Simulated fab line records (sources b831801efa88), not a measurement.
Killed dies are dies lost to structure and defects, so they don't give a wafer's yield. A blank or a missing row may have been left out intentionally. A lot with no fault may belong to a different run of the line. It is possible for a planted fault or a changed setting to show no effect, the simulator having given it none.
2 desks, one fault -- flow sfq line -- each desk holds nothing but its own numbers, with what lay behind them at the end

== TOOL OWNER'S DESK, pecvd-02 ==
The tool's own readings at SFQ_TRILAYER_I0_DEP_PECVD_027 (deposits SiO2 from SiH4/N2O, time 111.11 s, target thk 500 nm): means of the sampled wafers that have a number, for each lot that ran on this tool. If a lot's mean is further than 4 standard deviations from the usual mean, the lot is out of limits and carries the mark OUT (the distance appears in the brackets).
Columns: A = chamber pressure Torr at SFQ_TRILAYER_I0_DEP_PECVD_027, usual 2.399 Torr; B = heater power w at SFQ_TRILAYER_I0_DEP_PECVD_027, usual 77 W; C = rf fwd power W at SFQ_TRILAYER_I0_DEP_PECVD_027, usual 182.2 W; D = throttle valve pct at SFQ_TRILAYER_I0_DEP_PECVD_027, usual 24.2 %
lot,first seen here,A,B,C,D
L747,day 8 21:26,2.397,75,181.9,24.2
L753,day 11 05:50,2.399,77,191.7 (+16) OUT,24.0
L755,day 12 05:57,2.403,76,191.5 (+15) OUT,24.2
Finding of this desk: L753, L755 out of limits; the first was L753 at day 11 05:50, on rf fwd power W at SFQ_TRILAYER_I0_DEP_PECVD_027. In limits: L747.

== METROLOGY DESK ==
Lot by lot, what the gauges showed, no matter which tool ran the lot: averages of those sampled wafers that carry a number. If a lot's mean is further than 4 standard deviations from the usual mean, the lot is out of limits and carries the mark OUT (the distance appears in the brackets).
Columns: A = M0_OVL at SFQ_M0_OVL_MEAS_906, usual -5 nm
lot,first seen here,A
L744,day 7 23:55,2
L747,day 8 20:26,-4
L753,day 11 04:50,-13
L755,day 12 04:47,-9
L760,day 13 20:36,-11
L763,day 14 06:13,0
This desk found nothing out of limits on any of the 6 lots.

== ALL TOGETHER ==
The tool owner's desk could have raised an alarm at day 11 05:50, on L753, L755.
Nothing out of limits was seen by the metrology desk.
The metrology desk has L753, L755 on record, within its limits.
On pecvd-02, each named lot ran SFQ_TRILAYER_I0_DEP_PECVD_027.

== WHAT THE SIMULATOR HAD INSERTED ==
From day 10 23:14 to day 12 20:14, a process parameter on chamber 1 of pecvd-02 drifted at SFQ_TRILAYER_I0_DEP_PECVD_027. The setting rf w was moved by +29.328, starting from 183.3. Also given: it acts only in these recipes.
Lots struck among those shown: L753, L755.
Delay in hours, fault start to first out-of-limits reading, by desk: the tool owner's desk at 7.
